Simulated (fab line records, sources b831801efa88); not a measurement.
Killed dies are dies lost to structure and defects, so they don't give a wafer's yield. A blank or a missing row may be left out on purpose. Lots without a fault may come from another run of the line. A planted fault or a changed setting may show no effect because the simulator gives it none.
Which tool did it? | flow sky130 | 10 lots, 30 wafers sampled, at 6 steps of a route of 708

WHAT THE GAUGES READ, wafer by wafer
SKY_LDD_N_TW_MEAS_17. Usual: LDD_N_TW 2564, standard deviation 20.
lot  | measured     | on            | LDD_N_TW       | flag
L930 | day 18 18:05 | film_metro-01 | 2560 2572 2571 |
L932 | day 19 19:40 | film_metro-01 | 2586 2584 2595 |
L934 | day 20 03:55 | film_metro-04 | 2559 2554 2549 |
L938 | day 21 06:56 | film_metro-03 | 2564 2586 2586 |
L939 | day 21 15:14 | film_metro-04 | 2528 2533 2530 |
L944 | day 24 03:16 | film_metro-04 | 2933 2927 2947 | OFF
L947 | day 25 02:14 | film_metro-04 | 2893 2915 2894 | OFF
L949 | day 25 07:59 | film_metro-04 | 2521 2539 2543 |
L950 | day 25 12:22 | film_metro-01 | 2568 2567 2573 |
L951 | day 26 01:28 | film_metro-01 | 2572 2571 2562 |

WHICH TOOL RAN EACH LOT (tool, then ch and the chambers of the sampled wafers, then the start)
lot  | SKY_VT_ADJUST_PCH_STRIP_09           | SKY_RES_PROTECT_STRIP_07             | SKY_POLY_GATE_STRIP_18               | SKY_LDD_N_IMPLANT_08            | SKY_LDD_N_STRIP_16
L930 | plasma_asher-01 ch 0,1, day 11 04:16 | plasma_asher-01 ch 0,1, day 15 23:38 | plasma_asher-01 ch 0, day 17 06:44   | implanter-01 ch 0, day 18 16:47 | plasma_asher-02 ch 0,1, day 18 17:59
L932 | plasma_asher-04 ch 0,1, day 11 12:50 | plasma_asher-01 ch 0,1, day 16 09:29 | plasma_asher-04 ch 0,1, day 18 10:07 | implanter-01 ch 0, day 19 18:22 | plasma_asher-03 ch 0,1, day 19 19:34
L934 | plasma_asher-01 ch 1, day 12 09:06   | plasma_asher-03 ch 0,1, day 17 06:48 | plasma_asher-04 ch 0,1, day 18 16:46 | implanter-01 ch 0, day 20 02:37 | plasma_asher-02 ch 0, day 20 03:49
L938 | plasma_asher-03 ch 0,1, day 13 11:23 | plasma_asher-02 ch 0,1, day 18 13:17 | plasma_asher-01 ch 0,1, day 19 21:26 | implanter-02 ch 0, day 21 05:38 | plasma_asher-02 ch 0,1, day 21 06:50
L939 | plasma_asher-01 ch 0,1, day 13 16:45 | plasma_asher-02 ch 0,1, day 18 22:09 | plasma_asher-04 ch 0,1, day 20 06:45 | implanter-03 ch 0, day 21 13:58 | plasma_asher-03 ch 0,1, day 21 15:09
L944 | plasma_asher-03 ch 0,1, day 15 07:16 | plasma_asher-03 ch 0,1, day 21 09:48 | plasma_asher-04 ch 0,1, day 22 18:08 | implanter-01 ch 0, day 24 01:59 | plasma_asher-03 ch 0,1, day 24 03:10
L947 | plasma_asher-01 ch 0,1, day 16 22:14 | plasma_asher-01 ch 0,1, day 22 09:50 | plasma_asher-01 ch 0,1, day 23 17:59 | implanter-01 ch 0, day 25 00:58 | plasma_asher-03 ch 0,1, day 25 02:09
L949 | plasma_asher-01 ch 0,1, day 17 03:49 | plasma_asher-03 ch 0,1, day 22 14:35 | plasma_asher-04 ch 0,1, day 23 23:17 | implanter-03 ch 0, day 25 06:41 | plasma_asher-03 ch 0,1, day 25 07:53
L950 | plasma_asher-04 ch 1, day 17 09:26   | plasma_asher-02 ch 0,1, day 22 20:42 | plasma_asher-03 ch 0,1, day 24 04:47 | implanter-02 ch 0, day 25 11:05 | plasma_asher-02 ch 0,1, day 25 12:16
L951 | plasma_asher-04 ch 0,1, day 17 21:16 | plasma_asher-01 ch 0,1, day 23 09:56 | plasma_asher-04 ch 0,1, day 24 17:38 | implanter-02 ch 0, day 26 00:11 | plasma_asher-03 ch 0,1, day 26 01:22
- SKY_VT_ADJUST_PCH_STRIP_09: strips in O2/N2.
- SKY_RES_PROTECT_STRIP_07: strips in O2/N2.
- SKY_POLY_GATE_STRIP_18: strips in O2/N2.
- SKY_LDD_N_IMPLANT_08
- SKY_LDD_N_STRIP_16: strips in O2/N2.

WHAT THE TOOLS THEMSELVES READ (means of the sampled wafers that have a number; where no wafer has one, the mark that the record gives instead)
SKY_VT_ADJUST_PCH_STRIP_09. Usual: drypump_motor_current_A 5.60 A, standard deviation 0.28; oes_product_au 0.723 a.u., standard deviation 0.0045; strip_time_to_endpoint_s 36.87 s, standard deviation 0.1.
lot  | tool            | drypump_motor_current_A (A) | oes_product_au (a.u.) | strip_time_to_endpoint_s (s) | flag
L930 | plasma_asher-01 | 5.49                        | 0.720                 | 36.90                        |
L932 | plasma_asher-04 | 5.96                        | 0.723                 | 36.91                        |
L934 | plasma_asher-01 | 5.40                        | 0.723                 | 36.88                        |
L938 | plasma_asher-03 | 5.43                        | 0.723                 | 36.97                        |
L939 | plasma_asher-01 | 5.45                        | 0.721                 | 36.83                        |
L944 | plasma_asher-03 | 5.67                        | 0.724                 | 36.86                        |
L947 | plasma_asher-01 | 5.50                        | 0.721                 | 36.75                        |
L949 | plasma_asher-01 | 5.44                        | 0.725                 | 36.96                        |
L950 | plasma_asher-04 | 5.73                        | 0.726                 | 36.93                        |
L951 | plasma_asher-04 | 5.83                        | 0.724                 | 36.80                        |

SKY_RES_PROTECT_STRIP_07. Usual: drypump_motor_current_A 5.53 A, standard deviation 0.24; oes_product_au 0.517 a.u., standard deviation 0.0043; strip_time_to_endpoint_s 23.28 s, standard deviation 0.033.
lot  | tool            | drypump_motor_current_A (A) | oes_product_au (a.u.) | strip_time_to_endpoint_s (s) | flag
L930 | plasma_asher-01 | 5.51                        | 0.518                 | 23.32                        |
L932 | plasma_asher-01 | 5.51                        | 0.514                 | 23.29                        |
L934 | plasma_asher-03 | 5.43                        | 0.517                 | 23.33                        |
L938 | plasma_asher-02 | 5.60                        | 0.515                 | 23.23                        |
L939 | plasma_asher-02 | 5.48                        | 0.520                 | 23.28                        |
L944 | plasma_asher-03 | 5.45                        | 0.520                 | 23.32                        |
L947 | plasma_asher-01 | 5.44                        | 0.516                 | 23.26                        |
L949 | plasma_asher-03 | 5.45                        | 0.519                 | 23.25                        |
L950 | plasma_asher-02 | 5.63                        | 0.514                 | 23.25                        |
L951 | plasma_asher-01 | 5.45                        | 0.518                 | 23.26                        |

SKY_POLY_GATE_STRIP_18. Usual: drypump_motor_current_A 5.70 A, standard deviation 0.3; oes_product_au 0.361 a.u., standard deviation 0.0048; strip_time_to_endpoint_s 3.18 s, standard deviation 0.045.
lot  | tool            | drypump_motor_current_A (A) | oes_product_au (a.u.) | strip_time_to_endpoint_s (s) | flag
L930 | plasma_asher-01 | 5.53                        | 0.365                 | 3.29                         |
L932 | plasma_asher-04 | 5.87                        | 0.361                 | 3.18                         |
L934 | plasma_asher-04 | 5.98                        | 0.359                 | 3.17                         |
L938 | plasma_asher-01 | 5.48                        | 0.360                 | 3.16                         |
L939 | plasma_asher-04 | 5.95                        | 0.366                 | 3.15                         |
L944 | plasma_asher-04 | 5.94                        | 0.360                 | 3.14                         |
L947 | plasma_asher-01 | 5.45                        | 0.359                 | 3.20                         |
L949 | plasma_asher-04 | 5.97                        | 0.360                 | 3.22                         |
L950 | plasma_asher-03 | 5.44                        | 0.361                 | 3.21                         |
L951 | plasma_asher-04 | 5.83                        | 0.361                 | 3.22                         |

SKY_LDD_N_IMPLANT_08. Usual: beam_on_s 9.99 s, standard deviation 0.18; dose_ions_cm2 7.5e+13, standard deviation 7.1e+10; faraday_current_uA 423, standard deviation 7.7.
lot  | tool         | beam_on_s (s) | dose_ions_cm2 | faraday_current_uA | flag
L930 | implanter-01 | 9.80          | 7.5e+13       | 431                |
L932 | implanter-01 | 9.82          | 7.5e+13       | 429                |
L934 | implanter-01 | 10.12         | 7.5e+13       | 418                |
L938 | implanter-02 | 9.99          | 7.5e+13       | 423                |
L939 | implanter-03 | 9.90          | 7.5e+13       | 427                |
L944 | implanter-01 | 58.36         | 5.8e+14       | 562                | OFF
L947 | implanter-01 | 59.37         | 5.8e+14       | 549                | OFF
L949 | implanter-03 | 9.80          | 7.5e+13       | 431                |
L950 | implanter-02 | 10.12         | 7.5e+13       | 416                |
L951 | implanter-02 | 9.71          | 7.5e+13       | 436                |

SKY_LDD_N_STRIP_16. Usual: drypump_motor_current_A 5.7 A, standard deviation 0.31; oes_product_au 0.406 a.u., standard deviation 0.0048; strip_time_to_endpoint_s 4.314 s, standard deviation 0.017.
lot  | tool            | drypump_motor_current_A (A) | oes_product_au (a.u.) | strip_time_to_endpoint_s (s) | flag
L930 | plasma_asher-02 | 5.5                         | 0.403                 | 4.300                        |
L932 | plasma_asher-03 | 5.4                         | 0.404                 | 4.287                        |
L934 | plasma_asher-02 | 5.4                         | 0.402                 | 4.293                        |
L938 | plasma_asher-02 | 5.5                         | 0.405                 | 4.340                        |
L939 | plasma_asher-03 | 5.7                         | 0.404                 | 4.307                        |
L944 | plasma_asher-03 | 5.4                         | 0.402                 | 5.452                        | OFF
L947 | plasma_asher-03 | 5.4                         | 0.400                 | 5.465                        | OFF
L949 | plasma_asher-03 | 5.4                         | 0.407                 | 4.330                        |
L950 | plasma_asher-02 | 5.5                         | 0.406                 | 4.293                        |
L951 | plasma_asher-03 | 5.7                         | 0.407                 | 4.319                        |

THE ANSWER, worked out from the rows above alone
Rule: a lot is off if the mean of its wafers that have a number lies more than 3 standard deviations from the usual mean. A lot without any number at a reading at which 4 lots or more have one is off too. The other lots that the step has rows for count as sound. The gauges are gone through in route order, then the tools' own readings, and for those a lot's mean is taken as printed above. The first step at which some lot is off is used, and at that step the reading that is off furthest; a lot without a number counts as furthest.
Off: L944, L947, at SKY_LDD_N_TW_MEAS_17 (LDD_N_TW).
A tool fits if, at a process step before that reading, it ran every lot that is off, and no sound lot after the first of them. The gauges at SKY_LDD_N_TW_MEAS_17 aren't tried: what is off there is off at SKY_LDD_N_IMPLANT_08 too, on other tools, and a gauge's error can't cause that. One fits: implanter-01 at SKY_LDD_N_IMPLANT_08. Its last sound lot is L934 (day 20 02:37), its first lot that is off L944 (day 24 01:59): a fault that began between those two fits.
The tool's own readings at SKY_LDD_N_IMPLANT_08 bear it out: on the lots that are off they differ by more than 5 times the standard deviation of the sound lots' means. beam_on_s reads 58.86 s there against 9.91 s on the sound lots; dose_ions_cm2 reads 5.8e+14 there against 7.5e+13 on the sound lots; faraday_current_uA reads 556 there against 426 on the sound lots.

WHAT THE SIMULATOR HAD PUT IN
Process parameter drift: implanter-01, from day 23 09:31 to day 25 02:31, at SKY_LDD_N_IMPLANT_08. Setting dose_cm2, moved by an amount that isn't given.
Lots struck among those shown: L944, L947. The rule above found the same.
